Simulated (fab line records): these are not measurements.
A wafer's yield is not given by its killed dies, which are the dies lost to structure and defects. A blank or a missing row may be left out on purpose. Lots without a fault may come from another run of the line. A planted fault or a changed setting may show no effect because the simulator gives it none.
fab line records    flow sky130
record lots=14  wafers=42  last-day=50
route steps=708 shown VIA3@588 CAP2M@603
lots with no fault: from the same line, run without faults
start-h: start of the lot's first displayed wafer, in hours after the record's first day    wait-h: hours since the lot's step before    " identical to the entry in the row above    L1.1+2: one row covering several wafers at once    - no value, or no start given    * or withheld: withheld    < > ~ a bound
route shown NAME@n: a module of which the file shows steps, and the number in the route of the first    usual: mean/standard deviation of fault-free wafers    same: alike in all rows    chamber/n: place in a boat    sites: per-site readings    _std_site: the values' standard deviation    _edge_site: the outer-site mean with the inner-site mean subtracted    radius-mm: how far each site lies from the wafer's centre    mask NAME#n: copy n    behind: the tool/chamber that last shaped the wafer    hold: the reason the lot was held/the length of the hold in hours/how it ended    device: which transistor (n, p or np) failed to switch    end of line: tests run on the same wafers once the route is complete    step lacking rows: just its recipe    killed: the dies lost at the first sort to structure and to defects; this is not the yield of the wafer    map: a wafer's dies, x killed, . not, _ none there
set.NAME: the setting the step ran with; set.NAME@STEP: the setting that earlier step ran with    model.NAME: the simulator's own value behind a step, which no gauge read
the route's steps for a sample of lots (tables are steps, rows are wafers)
services: when a tool's chamber went out of use (start-h, in hours from the record's first day, below 0 if earlier), for how many hours, and the reason
## steps
# step SKY_VIA3_ETCH_15
# recipe target=SiO2  chemistry=C4F8/O2/Ar  target-depth-nm=507  stop-on=TiN  mask-material=KrF-thick  source-w=1500  bias-w=1200  pressure-mtorr=40  c4f8-flow-sccm=withheld  O2_flow_sccm=6  Ar_flow_sccm=300  time-s=78
# usual bias-w=1200/3.7  chamber-pressure-mTorr=40.00/0.035  oes-product-au=0.946/0.0044  time-s=78/0
lot.wafer  tool         chamber  start-h  wait-h  bias-w  chamber-pressure-mTorr  oes-product-au  rf-hours-counter-h  time-s
L671.1     rie-diel-04  2        927.01   0.0     1199    40.03                   0.945           19                  78
L671.2     "            0        "        "       1200    40.01                   0.949           3                   78
L671.3     "            3        "        "       1198    39.95                   0.951           17                  78
L673.4     rie-diel-04  3        943.71   0.0     1206    40.01                   0.943           18                  78
L673.5     "            3        "        "       1201    40.03                   0.943           -                   78
L673.6     "            2        "        "       1200    39.97                   0.949           -                   78
L674.1     rie-diel-02  0        960.54   0.0     1205    39.95                   0.947           26                  78
L674.2     "            2        "        "       1198    40.00                   0.944           6                   78
L674.3     "            1        "        "       1203    40.00                   0.951           9                   78
L675.1     rie-diel-04  1        961.69   0.0     1202    40.01                   0.947           19                  78
L675.2     "            3        "        "       1206    40.05                   0.941           18                  78
L675.5     "            2        "        "       1200    39.98                   0.955           -                   78
L678.1     rie-diel-02  2        976.29   0.0     1199    39.92                   0.945           7                   78
L678.2     "            3        "        "       1202    39.97                   0.951           24                  78
L678.6     "            3        "        "       1205    39.99                   0.942           -                   78
L679.1     rie-diel-04  2        996.96   0.0     1209    40.02                   0.948           21                  78
L679.3     "            3        "        "       1200    40.07                   0.946           19                  78
L679.6     "            3        "        "       1197    40.04                   0.944           -                   78
L681.3     rie-diel-04  0        999.41   0.0     1198    39.99                   0.947           5                   78
L681.4     "            3        "        "       1206    39.99                   0.947           19                  78
L681.6     "            1        "        "       1199    39.97                   0.944           -                   78
L682.1     rie-diel-04  1        1011.09  0.0     -       -                       -               -                   -
L682.4     "            3        "        "       -       -                       -               -                   -
L682.5     "            3        "        "       -       -                       -               -                   -
L683.2     rie-diel-04  0        1012.24  0.0     -       -                       -               -                   -
L683.3     "            2        "        "       -       -                       -               -                   -
L683.4     "            3        "        "       -       -                       -               -                   -
L684.1     rie-diel-02  1        1022.29  0.0     1192    39.97                   0.943           11                  78
L684.3     "            0        "        "       1202    39.95                   0.944           27                  78
L684.4     "            2        "        "       1203    40.01                   0.944           8                   78
L689.2     rie-diel-04  2        1054.31  0.0     1201    40.03                   0.942           23                  78
L689.3     "            3        "        "       1200    39.99                   0.943           21                  78
L689.6     "            1        "        "       1201    39.99                   0.950           -                   78
L690.1     rie-diel-02  0        1065.89  0.0     1199    39.97                   0.950           29                  78
L690.3     "            1        "        "       1201    39.95                   0.942           13                  78
L690.5     "            2        "        "       1199    39.97                   0.944           -                   78
L693.1     rie-diel-02  0        1072.46  0.0     1197    39.98                   0.944           29                  78
L693.2     "            1        "        "       1199    40.08                   0.948           13                  78
L693.4     "            2        "        "       1202    40.00                   0.943           -                   78
L694.1     rie-diel-02  1        1077.61  0.0     1194    40.02                   0.941           13                  78
L694.4     "            2        "        "       1198    40.08                   0.941           -                   78
L694.5     "            1        "        "       1202    40.01                   0.946           -                   78
# step SKY_VIA3_STRIP_16
# recipe chemistry=O2/N2  power-w=1400  pressure-mtorr=1500  platen-temp-c=withheld  o2-flow-sccm=3000  n2-flow-sccm=300  overash-fraction=0.5
# usual drypump-motor-current-A=5.94/0.23  n2-flow-sccm=300.0/0.86  oes-product-au=0.403/0.0044  strip-time-to-endpoint-s=4.15/0.03
# same overash-fraction=0.5
lot.wafer  tool             chamber  start-h  wait-h  drypump-motor-current-A  n2-flow-sccm  oes-product-au  rf-hours-counter-h  strip-time-to-endpoint-s
L671.1     plasma-asher-03  0        927.07   0.0     5.66                     301.1         0.397           17                  4.14
L671.2     "                1        "        "       6.16                     299.9         0.408           17                  4.14
L671.3     "                0        "        "       5.64                     298.9         0.405           -                   4.10
L673.4     plasma-asher-01  1        943.80   0.1     5.64                     300.5         0.398           -                   4.09
L673.5     "                0        "        "       6.27                     300.4         0.404           -                   4.11
L673.6     "                1        "        "       5.65                     301.7         0.405           -                   4.13
L674.1     plasma-asher-03  0        960.60   0.0     5.64                     298.4         0.396           20                  4.11
L674.2     "                1        "        "       6.15                     299.5         0.407           20                  4.19
L674.3     "                0        "        "       5.65                     299.6         0.404           -                   4.15
L675.1     plasma-asher-03  0        961.75   0.0     5.68                     300.9         0.402           21                  4.11
L675.2     "                1        "        "       6.15                     298.7         0.403           21                  4.13
L675.5     "                1        "        "       6.19                     299.4         0.409           -                   4.17
L678.1     plasma-asher-03  1        976.35   0.0     6.12                     297.4         0.409           22                  4.16
L678.2     "                0        "        "       5.64                     300.2         0.400           22                  4.11
L678.6     "                1        "        "       6.16                     298.4         0.398           -                   4.09
L679.1     plasma-asher-04  1        997.02   0.0     5.90                     300.3         0.397           58                  4.15
L679.3     "                0        "        "       6.04                     298.3         0.396           -                   4.14
L679.6     "                0        "        "       6.05                     298.9         0.401           -                   4.13
L681.3     plasma-asher-03  1        999.50   0.1     6.16                     300.3         0.396           -                   4.15
L681.4     "                0        "        "       5.66                     299.5         0.404           -                   4.13
L681.6     "                1        "        "       6.13                     300.9         0.398           -                   4.09
L682.1     plasma-asher-04  1        1011.15  0.0     5.95                     299.1         0.447           60                  5.20
L682.4     "                0        "        "       6.01                     300.7         0.444           -                   5.20
L682.5     "                1        "        "       5.93                     301.1         0.444           -                   5.19
L683.2     plasma-asher-04  1        1012.30  0.0     5.90                     300.2         0.449           60                  5.23
L683.3     "                1        "        "       5.90                     301.1         0.450           -                   5.23
L683.4     "                0        "        "       6.03                     300.4         0.443           -                   5.21
L684.1     plasma-asher-03  1        1022.35  0.0     6.17                     301.2         0.407           27                  4.15
L684.3     "                1        "        "       6.14                     299.4         0.397           -                   4.16
L684.4     "                0        "        "       5.67                     300.4         0.404           -                   4.20
L689.2     plasma-asher-04  1        1054.37  0.0     5.90                     299.5         0.407           64                  4.18
L689.3     "                1        "        "       5.90                     299.9         0.410           -                   4.14
L689.6     "                1        "        "       5.93                     298.1         0.402           -                   4.13
L690.1     plasma-asher-03  1        1065.95  0.0     6.18                     298.8         0.405           31                  4.16
L690.3     "                0        "        "       5.64                     299.9         0.407           -                   4.16
L690.5     "                0        "        "       5.66                     301.2         0.404           -                   4.21
L693.1     plasma-asher-04  1        1072.52  0.0     5.88                     299.7         0.408           66                  4.13
L693.2     "                0        "        "       6.03                     299.6         0.401           66                  4.15
L693.4     "                0        "        "       6.02                     299.1         0.403           -                   4.20
L694.1     plasma-asher-01  1        1077.67  0.0     5.65                     300.2         0.399           1                   4.15
L694.4     "                0        "        "       6.32                     299.6         0.403           -                   4.23
L694.5     "                0        "        "       6.30                     300.3         0.402           -                   4.17
# step SKY_CAP2M_CVD_00
# recipe material=SiO2  target-thk-nm=15.5  temp-c=400  time-s=withheld  rf-w=450
# usual heater-power-w=709/110
lot.wafer  tool      chamber  start-h  wait-h  heater-power-w
L671.1     pecvd-04  1        928.48   0.0     806
L671.2     "         0        "        "       701
L671.3     "         2        "        "       585
L673.4     pecvd-01  1        945.23   0.0     714
L673.5     "         0        "        "       742
L673.6     "         2        "        "       642
L674.1     pecvd-01  2        962.05   0.0     705
L674.2     "         0        "        "       714
L674.3     "         1        "        "       753
L675.1     pecvd-03  1        963.20   0.0     691
L675.2     "         2        "        "       806
L675.5     "         2        "        "       799
L678.1     pecvd-01  1        977.88   0.0     792
L678.2     "         0        "        "       676
L678.6     "         2        "        "       768
L679.1     pecvd-01  1        998.43   0.0     783
L679.3     "         2        "        "       762
L679.6     "         0        "        "       696
L681.3     pecvd-03  1        1000.88  0.0     695
L681.4     "         0        "        "       504
L681.6     "         2        "        "       865
L684.1     pecvd-04  2        1023.77  0.0     592
L684.3     "         1        "        "       919
L684.4     "         1        "        "       910
L689.2     pecvd-04  2        1055.81  0.0     647
L689.3     "         1        "        "       930
L689.6     "         0        "        "       648
L690.1     pecvd-04  1        1067.36  0.0     918
L690.3     "         2        "        "       510
L690.5     "         2        "        "       525
L693.1     pecvd-03  0        1073.93  0.0     609
L693.2     "         1        "        "       670
L693.4     "         2        "        "       915
L694.1     pecvd-01  1        1079.08  0.0     763
L694.4     "         1        "        "       754
L694.5     "         0        "        "       613
# step SKY_CAP2M_RS_MEAS_03
# recipe thk-meas-gauge=four-point-probe  reads=TiN_of_CAP2M_SPUTTER_02
# usual CAP2M_TIN_RS=6.91/0.065
lot.wafer  tool           chamber  start-h  wait-h  CAP2M_TIN_RS[ohm/sq]
L671.1     film-metro-02  -        928.67   0.1     7.01
L671.2     "              -        "        "       6.92
L671.3     "              -        "        "       6.89
L673.4     film-metro-02  -        945.47   0.1     6.99
L673.5     "              -        "        "       7.01
L673.6     "              -        "        "       6.91
L674.1     film-metro-01  -        962.24   0.1     6.85
L674.2     "              -        "        "       6.88
L674.3     "              -        "        "       6.92
L675.1     film-metro-03  -        963.39   0.1     6.90
L675.2     "              -        "        "       6.90
L675.5     "              -        "        "       6.94
L678.1     film-metro-01  -        978.07   0.1     6.91
L678.2     "              -        "        "       6.83
L678.6     "              -        "        "       6.75
L679.1     film-metro-01  -        998.62   0.1     6.89
L679.3     "              -        "        "       6.93
L679.6     "              -        "        "       6.94
L681.3     film-metro-01  -        1001.11  0.1     6.99
L681.4     "              -        "        "       6.95
L681.6     "              -        "        "       7.03
L684.1     film-metro-02  -        1023.96  0.1     6.78
L684.3     "              -        "        "       6.83
L684.4     "              -        "        "       6.84
L689.2     film-metro-03  -        1056.02  0.1     6.92
L689.3     "              -        "        "       6.94
L689.6     "              -        "        "       6.97
L690.1     film-metro-01  -        1067.55  0.1     6.78
L690.3     "              -        "        "       6.88
L690.5     "              -        "        "       6.79
L693.1     film-metro-02  -        1074.16  0.1     6.89
L693.2     "              -        "        "       6.91
L693.4     "              -        "        "       6.86
L694.1     film-metro-03  -        1079.27  0.1     6.87
L694.4     "              -        "        "       6.82
L694.5     "              -        "        "       6.76
## services
tool             chamber  start-h  hours  kind
pecvd-01         -        911.81   6.0    pm
plasma-asher-03  -        916.25   6.7    repair
pecvd-04         -        921.44   5.5    pm
pecvd-01         -        923.31   0.4    repair
pecvd-03         -        938.06   2.8    pm
rie-diel-02      1        940.97   7.1    repair
plasma-asher-03  -        942.82   0.3    repair
pecvd-04         2        945.74   2.1    scheduled-down
plasma-asher-04  -        977.56   0.6    repair
rie-diel-02      0        980.81   16.0   repair
pecvd-01         1        986.99   2.1    scheduled-down
rie-diel-02      3        987.27   14.8   repair
pecvd-04         1        991.38   2.1    scheduled-down
pecvd-01         2        1008.55  4.6    scheduled-down
pecvd-03         2        1032.32  5.5    scheduled-down
rie-diel-02      3        1043.51  118.2  repair
plasma-asher-01  -        1055.25  9.0    pm
plasma-asher-01  0        1055.25  9.0    vent-cycle
plasma-asher-01  1        1055.25  9.0    vent-cycle
pecvd-03         -        1056.10  6.0    pm
plasma-asher-01  0        1064.25  -      clean
plasma-asher-01  1        1064.25  -      clean
pecvd-03         0        1065.28  4.6    repair
rie-diel-04      2        1068.15  3.8    repair
## key
first-sign step=SKY_VIA3_ETCH_15  reading=tool-record  direction=missing
effect step=SKY_VIA3_STRIP_16  reading=strip-time-to-endpoint-s  direction=up  sigmas=35  usual=*  struck=*
met-at SKY_VIA3_ETCH_15
struck-lots L682,L683
later-rows-left-out L682.1,L682.4,L682.5,L683.2,L683.3,L683.4
sort-left-out L682.1,L682.4,L682.5,L683.2,L683.3,L683.4
tester-left-out L682
not-acting-at SKY_CAP2M_CVD_00,SKY_CAP2M_RS_MEAS_03
onset-between 999.41 1011.09
earlier-fault kind=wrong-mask  tool=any  chamber=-  onset-h=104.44  steps=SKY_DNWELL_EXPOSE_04  aux-copy=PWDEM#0  scope=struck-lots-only
earlier-fault kind=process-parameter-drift  tool=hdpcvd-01  chamber=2  onset-h=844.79  steps=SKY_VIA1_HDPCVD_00  channel=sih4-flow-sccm  offset=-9  shape=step  acts-in=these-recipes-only  stated=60
fault kind=skipped-step-whole  tool=rie-diel-04  chamber=-  onset-h=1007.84  steps=SKY_VIA3_ETCH_15  scope=struck-lots-only
# tester-left-out: of these lots the tester's yield and bins aren't shown, on N5 and GAA mostly nor the transistor test; their killed dies are dies lost to structure and defects alone, not to doping, threshold or leakage, so they don't give the yield
# sort-left-out: the simulated sort isn't trusted on such a fault, so these wafers' sort isn't shown, and their yield isn't known
# later-rows-left-out: the simulator's readings of these wafers behind a module that went badly wrong aren't trusted and aren't shown, but for the sort
